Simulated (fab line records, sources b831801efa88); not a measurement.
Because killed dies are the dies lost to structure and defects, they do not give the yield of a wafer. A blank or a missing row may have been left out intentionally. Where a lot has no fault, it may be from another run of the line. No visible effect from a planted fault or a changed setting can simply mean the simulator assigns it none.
Struck lot and sound lot, side by side || flow sfq_line || 17 out of 325 route steps
Sound: these wafers, L888.1, L888.3, L888.6. Struck: wafers L895.3, L895.5, L895.6. Last of all comes the cause.
Order at every step that has rows: each side's tool, ch and its chambers, its first start. Under that, the readings that differ: sound wafers || struck wafers || difference of the means || sigmas: that difference in standard deviations of wafers without a fault.
alike: readings whose means differ by less than 2 such deviations, and words and numbers that are the same on both sides. not compared: withheld readings, readings that some wafer has no value for, bounds like >300 that may hide the same value, and numbers for which the record gives no deviation and whose values overlap.
A row with sigmas, a row that says differs or no value, or rows on one side alone: a step with any of these is where the two part. Non-overlapping numbers with no deviation appear without sigmas and do not part them. Lack of a reading on every wafer of one side parts them only where that side has two or more wafers.

first, 2 steps without rows for these wafers: SFQ_TRILAYER_JJ_CE_LITHO_PEB_117 (peb time 60 s); SFQ_TRILAYER_JJ_CE_LITHO_DEVELOP_116 (time 60 s).
SFQ_JJ_OVL_MEAS_931:
  sound: overlay-01 at day 52 05:03; struck: overlay-01 at day 55 07:59
  alike: J5_OVL
SFQ_TRILAYER_JJ_CE_METRO_MEASURE_117:
  sound: cd_sem-01 at day 52 05:05; struck: cd_sem-01 at day 55 08:25
{"reading": "cd_nm (nm)", "sound": "701.9 701.7 701.8", "struck": "697.2 697.9 697.5", "difference": -4.3, "sigmas": -3}
SFQ_TRILAYER_JJ_CE_BARC_OPEN_RIE_150: chemistry O2, target BARC, target depth 240 nm, time 80 s.
  sound on rie_metal-02 ch 0,1, day 52 06:17; struck on rie_metal-04 ch 0,1, day 55 09:14
  alike: bias_w, drypump_motor_current_A, oes_product_au
  not compared: rf_hours_counter_h
SFQ_TRILAYER_JJ_CE_ETCH_RIE_118: chemistry SF6, target Nb, stops on Al2O3, time 97.7 s, target depth 170 nm.
  sound on rie_metal-02 ch 0,1, day 52 06:23; struck on rie_metal-04 ch 0,1, day 55 09:20
{"reading": "drypump_motor_current_A (A)", "sound": "6.3 6.6 6.5", "struck": "5.6 5.6 4.7", "difference": -1.2, "sigmas": -2}
  alike: bias_w, oes_product_au
  not compared: rf_hours_counter_h
then, 1 step without rows for these wafers: SFQ_TRILAYER_JJ_ANODIZE_ANODIZE_119.
SFQ_TRILAYER_JJ_CE_STRIP_STRIP_120: strips in O2.
  sound on rie_metal-04 ch 1, day 52 06:59; struck on rie_metal-02 ch 0,1, day 55 10:07
{"reading": "drypump_motor_current_A (A)", "sound": "4.7 4.8 4.8", "struck": "6.3 6.5 6.3", "difference": "+1.6", "sigmas": "+3"}
  alike: oes_product_au
  not compared: rf_hours_counter_h
then, 4 steps without rows for these wafers: SFQ_TRILAYER_JJ_CE_STRIP_SOLV_CLEAN_121 (cleans in NMP, time 600 s); SFQ_TRILAYER_M5_LITHO_COAT_128 (resist thk 62 nm); SFQ_TRILAYER_M5_LITHO_COAT_123 (resist thk 600 nm); SFQ_TRILAYER_M5_LITHO_SOFTBAKE_127.
SFQ_TRILAYER_M5_LITHO_EXPOSE_124: exposes mask M5, target cd 700 nm.
  sound on krf_scanner-01 ch 0, day 52 10:40; struck on krf_scanner-01 ch 0, day 55 18:56
{"reading": "model.M5.overlay_x_nm (nm)", "sound": "-8.175 -8.175 -8.175", "struck": "147.3 147.3 147.3", "difference": "+155.5", "sigmas": ""}
  alike: mask
then, 2 steps without rows for these wafers: SFQ_TRILAYER_M5_LITHO_PEB_126 (peb time 60 s); SFQ_TRILAYER_M5_LITHO_DEVELOP_125 (time 60 s).
SFQ_M5_OVL_MEAS_932:
  sound: overlay-02 at day 52 12:10; struck: overlay-02 at day 55 20:03
{"reading": "M5_OVL (nm)", "sound": "-8 -5 -9", "struck": "151 154 149", "difference": "+159", "sigmas": "+29"}
SFQ_TRILAYER_M5_BARC_OPEN_METAL_ETCH_161: etches BARC in O2, target depth 125 nm, time 41.7 s.
  sound on rie_metal-03 ch 0,1, day 52 12:13; struck on rie_metal-03 ch 0,1, day 55 20:05
  alike: bias_w, drypump_motor_current_A, oes_product_au
  not compared: rf_hours_counter_h

## WHERE THEY PART
Last at SFQ_M5_OVL_MEAS_932 as far as this record goes, first at SFQ_TRILAYER_JJ_CE_METRO_MEASURE_117. Later steps at which nothing parts them and some readings are alike: SFQ_TRILAYER_M5_BARC_OPEN_METAL_ETCH_161.

WHY: the cause the simulator had injected
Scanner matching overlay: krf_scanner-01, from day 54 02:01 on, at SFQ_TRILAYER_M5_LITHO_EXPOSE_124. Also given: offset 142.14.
